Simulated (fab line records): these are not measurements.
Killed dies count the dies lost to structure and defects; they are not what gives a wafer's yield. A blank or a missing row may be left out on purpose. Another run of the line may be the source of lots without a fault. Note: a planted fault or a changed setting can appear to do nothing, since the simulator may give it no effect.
Problem report, 8D (eight disciplines) form, completed by code :: flow gf180mcu :: the parts of the form that need people (team, actions taken, sign-off) are left out

## 1. PROBLEM STATEMENT
run_length_s at GF_STI_WET_ETCH_17 reads a mean of 918.9 s on 3 wafers of 1 lot; wafers without a fault read 541.0 s with a standard deviation of 3. So: +99 or more standard deviations from the usual mean.
The step: etches Si3N4 in H3PO4, target depth 45 nm, time 514 s.
Seen first at day 3 18:50 on wet_bench-01, wafer L750.1. At this step, 15 wafers from 5 lots have a number in the record. By rule, "out" or "out of limits" means more than 4 standard deviations away from the usual mean. All remaining wafers that have a number are taken as sound.

## 2. WHAT THIS IS AND IS NOT
question: which readings at this step
is: run_length_s
is not: bath_heat_duty_pct

question: which lots
is: L750
is not: L746, L758, L759, L765

question: which wafers of those lots
is: all that have a number
is not: -

question: read on which tools
is: wet_bench-01
is not: wet_bench-02, wet_bench-04

question: when
is: from day 3 18:50
is not: up to then (3 sound wafers); but 9 sound wafers of L758, L759, L765 came after

## 3. SUSPECTS, AND WHAT RULES EACH OUT
Counting: a tool at a process step up to the reading stays a suspect if it ran every lot that is out and no sound lot after the first of them.
- rie_diel-01 at GF_STI_ETCH_13 (etches the open film in CHF3/O2, stops on Si, target depth 282.31 nm, time 112.9 s): ruled out as a lasting fault. Sound lots L758, L765 ran on it after its first lot that is out, L750 (day 3 18:34).
- rie_si-02 at GF_STI_ETCH_14 (etches Si in HBr/Cl2/O2, target depth 360 nm, time 102.9 s): ruled out as a lasting fault. Sound lots L758, L759 ran on it after its first lot that is out, L750 (day 3 18:38).
- plasma_asher-03 at GF_STI_STRIP_15 (strips in O2/N2): ruled out as a lasting fault. Sound lots L765 ran on it after its first lot that is out, L750 (day 3 18:43).
- wet_bench-01 at GF_STI_WET_ETCH_17 (etches Si3N4 in H3PO4, target depth 45 nm, time 514 s): ruled out as a lasting fault. Sound lots L765 ran on it after its first lot that is out, L750 (day 3 18:50).
Left after counting: nothing in the record.

## 4. THE CAUSE (what the simulator had put in)
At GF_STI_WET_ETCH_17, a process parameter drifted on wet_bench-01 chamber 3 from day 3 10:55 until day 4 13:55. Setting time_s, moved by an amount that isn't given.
Counting ruled it out, wrongly.

## 5. SEQUENCE OF EFFECTS, ordered by route
Each row: a reading where the mean over the struck wafers with a number is more than 3 standard deviations away from the usual. Only readings whose record carries a usual standard deviation are examined. hours: median over the lots of the time between each lot's start at the first step of this table that gives one and its start at this step. sigmas: the change, counted in usual standard deviations.
hours: 0
step: GF_STI_WET_ETCH_17
reading: run_length_s
usual: 541.0 s
on struck wafers: 918.9
change: +377.9
sigmas: +99 or more
Here are the process steps it includes:
- GF_STI_WET_ETCH_17: etches Si3N4 in H3PO4, target depth 45 nm, time 514 s.
Later steps that measure or inspect, where all struck wafers having a row at the step show a number for every such reading and not one has moved that far: GF_STI_THK_MEAS_22, GF_STI_THK_MEAS_24.

## 6. WHAT WOULD HAVE CAUGHT IT SOONER
First out-of-limits reading in this record: day 3 18:50, which is 8 hours after fault onset at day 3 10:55.
